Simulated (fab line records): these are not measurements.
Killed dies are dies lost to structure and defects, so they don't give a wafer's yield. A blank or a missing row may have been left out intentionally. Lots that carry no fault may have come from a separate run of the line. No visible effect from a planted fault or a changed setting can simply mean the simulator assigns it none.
Problem report in the 8D (eight disciplines) form, filled by code -- flow sky130 -- the parts of the form that need people (team, actions taken, sign-off) are left out

== 1. THE PROBLEM ==
Across 6 wafers from 2 lots, VT_ADJUST_PCH_TW at SKY_VT_ADJUST_PCH_TW_MEAS_10 averages 30.2, while fault-free wafers read 142.4 with a standard deviation of 1.2. Measured from the usual mean, that is -93 standard deviations.
First seen on wafer L798.1, day 15 03:20, on film-metro-04. At this step, 42 wafers from 14 lots have a number in the record. By rule, "out" or "out of limits" means more than 4 standard deviations away from the usual mean. All remaining wafers that have a number are taken as sound.

== 2. WHAT IT IS, WHAT IT ISN'T ==
question,is,is not
which readings at this step,VT_ADJUST_PCH_TW,-
which lots,"L798, L800","L784, L785, L786, L788, L790, L791, L792, L795, L801, L802, L804, L807"
which wafers of those lots,all that have a number,-
read on which gauges,"film-metro-03, film-metro-04",film-metro-02
when,from day 15 03:20,"up to then (24 sound wafers); but 12 sound wafers of L801, L802, L804, L807 came after"

== 3. SUSPECTS, AND WHAT RULES EACH OUT ==
Counting: a tool at a process step up to the reading stays a suspect if it ran every lot that is out and no sound lot after the first of them.
- the gauge at SKY_VT_ADJUST_PCH_TW_MEAS_10: ruled out. The wafers that are out were read on 2 gauges (film-metro-03, film-metro-04).
- litho-track-03 at SKY_VT_ADJUST_PCH_DEVELOP_06 (develop time 60 s): kept. It processed each lot that is out, first L798 at day 15 02:00, and no sound lot thereafter; up to then, the last sound lot it processed was L790 at day 12 13:00.
Remaining after the count: litho-track-03 at SKY_VT_ADJUST_PCH_DEVELOP_06.

== 4. THE CAUSE (what the simulator had put in) ==
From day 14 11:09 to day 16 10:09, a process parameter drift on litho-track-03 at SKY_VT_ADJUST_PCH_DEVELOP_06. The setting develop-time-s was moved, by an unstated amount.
Counting left only this tool.

== 5. SEQUENCE OF EFFECTS, ordered by route ==
Each row: a reading whose mean over the struck wafers that have a number lies more than 3 standard deviations from the usual. Scope: only readings with a usual standard deviation given in the record; hours: median across lots of the time from each lot's start at the first step in this table that gives one to its start at this step; sigmas: change in usual standard deviations.
hours,step,reading,usual,on struck wafers,change,sigmas
0,SKY_VT_ADJUST_PCH_TW_MEAS_10,VT_ADJUST_PCH_TW,142.4,30.2,-112.2,-93
Readings that are blank on the struck wafers while sound wafers have them: VT_ADJUST_PCH_OVL at SKY_VT_ADJUST_PCH_OVL_MEAS_07.

== 6. WHAT WOULD HAVE CAUGHT IT SOONER ==
Counted from the fault's start at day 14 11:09, it took 16 hours until the first out-of-limits reading at a measuring or inspecting step in this record, taken at day 15 03:20.
Between SKY_VT_ADJUST_PCH_DEVELOP_06 and SKY_VT_ADJUST_PCH_TW_MEAS_10, SKY_VT_ADJUST_PCH_OVL_MEAS_07 gave no VT_ADJUST_PCH_OVL on the struck wafers, where sound wafers have one: a measuring or inspecting step that comes back empty is itself a sign.
Of the lots that are out (2), L800 began SKY_VT_ADJUST_PCH_DEVELOP_06 on litho-track-03 after day 15 03:20. A hold on the tool at that time would have spared it.
